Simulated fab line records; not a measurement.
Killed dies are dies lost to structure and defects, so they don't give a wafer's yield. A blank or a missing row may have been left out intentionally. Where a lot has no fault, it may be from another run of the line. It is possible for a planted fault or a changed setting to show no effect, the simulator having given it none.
One fault seen from 2 desks	flow gf180mcu	every desk sees just its own numbers, and what lay behind them comes last

== DESK OF THE TOOL OWNER: pvd sputter-01 ==
At GF_MIM_SPUTTER_09 (material TiN, target thk 35 nm, time 29.2 s) the tool's own readings: per lot run on this tool, the mean of the sampled wafers that have a number. If a lot's mean is further than 4 standard deviations from the usual mean, the lot is out of limits and carries the mark OUT (the distance appears in the brackets).
Columns: A = throttle valve pct at GF_MIM_SPUTTER_09, usual 30.0 %
lot	first seen here	A
L706	day 26 08:50	30.5
L709	day 27 07:31	30.3
L711	day 27 18:10	30.4
L713	day 28 05:14	30.4
Finding of this desk: none of the 4 lots has anything out of limits.

== AT THE METROLOGY DESK ==
Means of the sampled wafers that have a number, per lot and without regard to the tool the lot ran on: this is what the gauges read. If a lot's mean is further than 4 standard deviations from the usual mean, the lot is out of limits and carries the mark OUT (the distance appears in the brackets).
Columns: A = cd nm at GF_V5_CD_MEAS_14, usual 260.3 nm; B = PASSIVATION_CVD_00_THK at GF_PASSIVATION_THK_MEAS_01, usual 998 nm
lot	first seen here	A	B
L701	day 27 05:16	260.1	1005
L702	day 27 08:54	262.0	987
L703	day 27 19:55	260.4	1009
L706	day 28 22:05	258.8	992
L709	day 29 20:39	260.1	991
L711	day 30 05:54	260.1	993
L713	day 30 15:38	260.6	1013
L716	day 31 18:59	260.9	996
L717	day 31 21:02	261.3	1003
L718	day 31 22:02	260.5	1003
L720	day 32 08:43	261.4	1000
L721	day 32 14:29	257.6	999
L724	day 33 15:38	260.4	1007
Finding of this desk: none of the 13 lots has anything out of limits.

== ALL TOGETHER ==
The desk of the tool owner found nothing out of limits.
The metrology desk saw nothing out of limits.

== WHAT THE SIMULATOR PUT IN ==
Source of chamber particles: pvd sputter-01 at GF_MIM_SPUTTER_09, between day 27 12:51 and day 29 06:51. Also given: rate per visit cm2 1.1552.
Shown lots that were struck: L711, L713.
